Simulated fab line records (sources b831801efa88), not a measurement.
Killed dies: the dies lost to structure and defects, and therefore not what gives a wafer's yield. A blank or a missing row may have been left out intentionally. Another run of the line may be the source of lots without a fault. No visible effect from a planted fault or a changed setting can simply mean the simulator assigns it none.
Comparing a struck lot with a sound one ; flow sky130 ; 15 steps out of a route of 708
Sound: the wafers L634.1, L634.2, L634.4. The struck wafers were L649.1, L649.3, L649.5. The cause is named last.
Order at every step that has rows: each side's tool, ch and its chambers, its first start. Under that, the readings that differ: sound wafers ; struck wafers ; difference of the means ; sigmas: that difference in standard deviations of wafers without a fault.
alike: words and numbers the same on both sides, and readings whose means are apart by under 2 such deviations; not compared: readings that were withheld, readings missing a value for some wafer, numbers with overlapping values and no deviation given by the record, and bounds like >300 which may hide the same value.
Wherever a step has rows on one side only, a row that says differs or no value, or a row with sigmas, the two part there. Numbers that don't overlap but have no deviation are shown without sigmas and don't part them. A reading missing from all wafers of one side parts the sides only when that side holds two or more wafers.

SKY_VIA4_OVL_MEAS_11:
  sound: overlay-01 at day 44 17:25; struck: overlay-01 at day 48 06:55
  alike: VIA4_OVL
SKY_VIA4_ETCH_12: etches SiO2 in C4F8/O2/Ar, stops on TiN, target depth 580 nm.
  sound on rie diel-04 ch 0,2,3, day 44 17:28; struck on rie diel-01 ch 1,2,3, day 48 06:58
  alike: oes product au, rf fwd power W
SKY_VIA4_STRIP_13: strips in O2/N2.
  sound on plasma asher-02 ch 0,1, day 44 17:32; struck on plasma asher-04 ch 1, day 48 07:02
reading;sound;struck;difference;sigmas
drypump motor current A (A);5.79 5.73 5.71;6.00 6.01 6.01;+0.26;+3
  alike: oes product au, strip time to endpoint s
  not compared: rf hours counter h
then, 3 steps without rows for these wafers: SKY_VIA4_STRIP_14 (strips in post etch residue remover, time 1200 s); SKY_VIA4_CLEAN_15 (cleans in IPA, time 180 s); SKY_VIA4_CLEAN_16 (cleans in O3/DIW).
SKY_VIA4_SPUTTER_17: material TiN, target thk 20 nm, time 80 s.
  sound: pvd sputter-04 at day 44 18:08; struck: pvd sputter-01 at day 48 07:38
  alike: throttle valve pct
then, 1 step without rows for these wafers: SKY_VIA4_CVD_18 (deposits W, target thk 505 nm, time 152.14 s).
SKY_VIA4_RS_MEAS_19: measures by four-point-probe.
  sound: film metro-03 at day 44 18:20; struck: film metro-01 at day 48 07:51
  alike: VIA4_W_RS
SKY_VIA4_THK_MEAS_20: measures by xrf.
  sound: film metro-03 at day 44 18:28; struck: film metro-01 at day 48 07:58
  alike: VIA4_W_THK
SKY_VIA4_CMP_21: polishes, stops on SiO2, t overpolish 25 s, target thk 0 nm.
  sound on cmp-01 ch 0,2,3, day 44 18:34; struck on cmp-01 ch 0,3, day 48 08:02
  alike: edge zone pressure frac, motor current A, overpolish run s, time to endpoint s
then, 1 step without rows for these wafers: SKY_METAL5_SPUTTER_00 (material Ti, target thk 15 nm, time 10 s).
SKY_METAL5_SPUTTER_01: material TiN, target thk 20 nm, time 16.7 s.
  sound: pvd sputter-03 at day 44 18:50; struck: pvd sputter-01 at day 48 08:21
reading;sound;struck;difference;sigmas
model.TiN_of_METAL5_SPUTTER_01.thk nm (nm);19.99 20.06 20.12;18.75 18.99 18.88;-1.18;
  alike: throttle valve pct
SKY_METAL5_SPUTTER_02: material AlCu, target thk 1150 nm, time 61.2 s.
  sound: pvd sputter-03 at day 44 18:52; struck: pvd sputter-01 at day 48 08:23
  alike: throttle valve pct
-- the record jumps here: 2 days lie between the struck wafers' starts before and after (it left off in module METAL5 and takes up again in module PAD_OPEN, whose first step shown is number 708 of the route) --
SKY_PAD_OPEN_PROBE_99:
  the record has rows for the struck wafers here (prober-02, day 50 15:06) and none for the sound ones

WHERE THEY PART
First at SKY_VIA4_STRIP_13; last, within this record, at SKY_PAD_OPEN_PROBE_99.

WHY: what the simulator had put in
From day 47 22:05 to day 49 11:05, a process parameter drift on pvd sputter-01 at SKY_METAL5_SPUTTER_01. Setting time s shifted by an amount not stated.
